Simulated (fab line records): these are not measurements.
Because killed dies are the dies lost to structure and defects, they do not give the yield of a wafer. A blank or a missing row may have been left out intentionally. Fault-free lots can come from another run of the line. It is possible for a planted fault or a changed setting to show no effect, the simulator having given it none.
Matching of chambers | flow sky130 | rie_diel-01 running SKY_VIA2_ETCH_15: 4 sister chambers
The step etches SiO2 in C4F8/O2/Ar, stops on TiN, target depth 546 nm, time 84 s. 8 wafers are shown with their chamber, then 10 later ones without.

== WAFERS, EACH WITH ITS CHAMBER ==
wafer  | chamber | oes_product_au (a.u.)
L080.5 | 3       | 0.938
L081.4 | 2       | 0.940
L081.6 | 2       | 0.934
L082.1 | 1       | 0.932
L082.4 | 0       | 0.947
L082.5 | 1       | 0.943
L089.1 | 3       | 0.942
L089.2 | 0       | 0.933

== WAFERS MISSING THEIR CHAMBER ==
wafer  | oes_product_au (a.u.)
L089.3 | 0.937
L089.4 | 0.944
L089.5 | 0.939
L089.6 | 0.938
L091.2 | 0.944
L091.5 | 0.939
L091.6 | 0.945
L097.1 | 0.938
L097.3 | 0.942
L097.4 | 0.938

== CHAMBER TAKEN BY EACH ==
wafer  | from the rows above               | in truth
L089.3 | can't be placed: 2 or 1 or 0 or 3 | 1
L089.4 | can't be placed: 0 or 3 or 1 or 2 | 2
L089.5 | can't be placed: 0 or 3 or 1 or 2 | 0
L089.6 | can't be placed: 1 or 2 or 0 or 3 | 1
L091.2 | can't be placed: 0 or 3 or 1 or 2 | 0
L091.5 | can't be placed: 0 or 3 or 1 or 2 | 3
L091.6 | can't be placed: 0 or 3 or 1 or 2 | 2
L097.1 | can't be placed: 1 or 2 or 0 or 3 | 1
L097.3 | can't be placed: 0 or 3 or 1 or 2 | 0
L097.4 | can't be placed: 1 or 2 or 0 or 3 | 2
Correct placement for 0 of the 10. Can't be placed from these rows: 10 (the true chamber is among the candidates in 10). Placed wrongly: 0.
How it was worked out, from the rows above alone: a wafer's distance from a chamber is the root of the sum, over the readings, of the square of ((its reading less the chamber's mean) divided by the reading's scatter). The wafer belongs to the nearest chamber; if the next one is less than 2 further off, it can't be placed. For every chamber, the mean is computed from those of its wafers that are shown. The scatter: take each reading less its chamber's mean, square it, sum over the shown wafers, divide by the number of wafers less the number of chambers, and take the root.
